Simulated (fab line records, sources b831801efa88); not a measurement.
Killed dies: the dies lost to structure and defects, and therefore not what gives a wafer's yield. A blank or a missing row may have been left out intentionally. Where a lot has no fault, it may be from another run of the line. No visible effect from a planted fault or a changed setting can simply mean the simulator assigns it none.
The same fault as seen by 2 desks    flow sky130    what lay behind the numbers comes last; until then each desk has only its own

TOOL OWNER'S DESK, wet bench-04
The tool's own readings at SKY_FIELD_ISO_WET_ETCH_29 (etches Si3N4 in H3PO4, target depth 160 nm, time 1825 s): means of the sampled wafers that have a number, for each lot that ran on this tool. Any lot whose mean is over 4 standard deviations away from the usual mean is out of limits and marked OUT; that distance is given in the brackets.
Columns: A = bath guard temp C at SKY_FIELD_ISO_WET_ETCH_29, usual 160.1 C; B = bath heat duty pct at SKY_FIELD_ISO_WET_ETCH_29, usual 27.4 %
lot   first seen here  A      B
L240  day 2 18:02      160.7  29.6
L243  day 3 02:56      159.9  27.0
L246  day 3 16:59      160.4  28.8
L258  day 6 08:10      160.7  30.3
L259  day 6 12:35      160.7  30.1
L263  day 7 15:41      159.9  27.8
This desk's finding: nothing out of limits on any of the 6 lots.

AT THE METROLOGY DESK
Lot by lot, what the gauges showed, no matter which tool ran the lot: averages of those sampled wafers that carry a number. Any lot whose mean is over 4 standard deviations away from the usual mean is out of limits and marked OUT; that distance is given in the brackets.
Columns: A = cd nm at SKY_VT_ADJUST_HVTR_CD_MEAS_07, usual 380.7 nm; B = cd nm at SKY_SONOS_ONO_CD_MEAS_13, usual 410.5 nm
lot   first seen here  A      B
L240  day 9 21:07      381.5  410.8
L243  day 10 09:43     379.8  409.9
L245  day 11 02:52     379.3  413.4
L246  day 11 09:17     379.8  410.4
L253  day 13 15:58     379.7  411.2
L257  day 14 19:08     381.5  412.3
L258  day 15 01:31     383.8  411.9
L259  day 15 05:35     381.9  407.9
L260  day 15 13:18     380.2  410.6
L261  day 15 22:52     380.8  412.2
L262  day 16 21:56     381.6  408.6
L263  day 16 23:11     380.7  409.4
This desk's finding: nothing out of limits on any of the 12 lots.

ALL TOGETHER
The tool owner's desk saw nothing out of limits.
Metrology desk: nothing out of limits seen.

WHAT THE SIMULATOR HAD PUT IN
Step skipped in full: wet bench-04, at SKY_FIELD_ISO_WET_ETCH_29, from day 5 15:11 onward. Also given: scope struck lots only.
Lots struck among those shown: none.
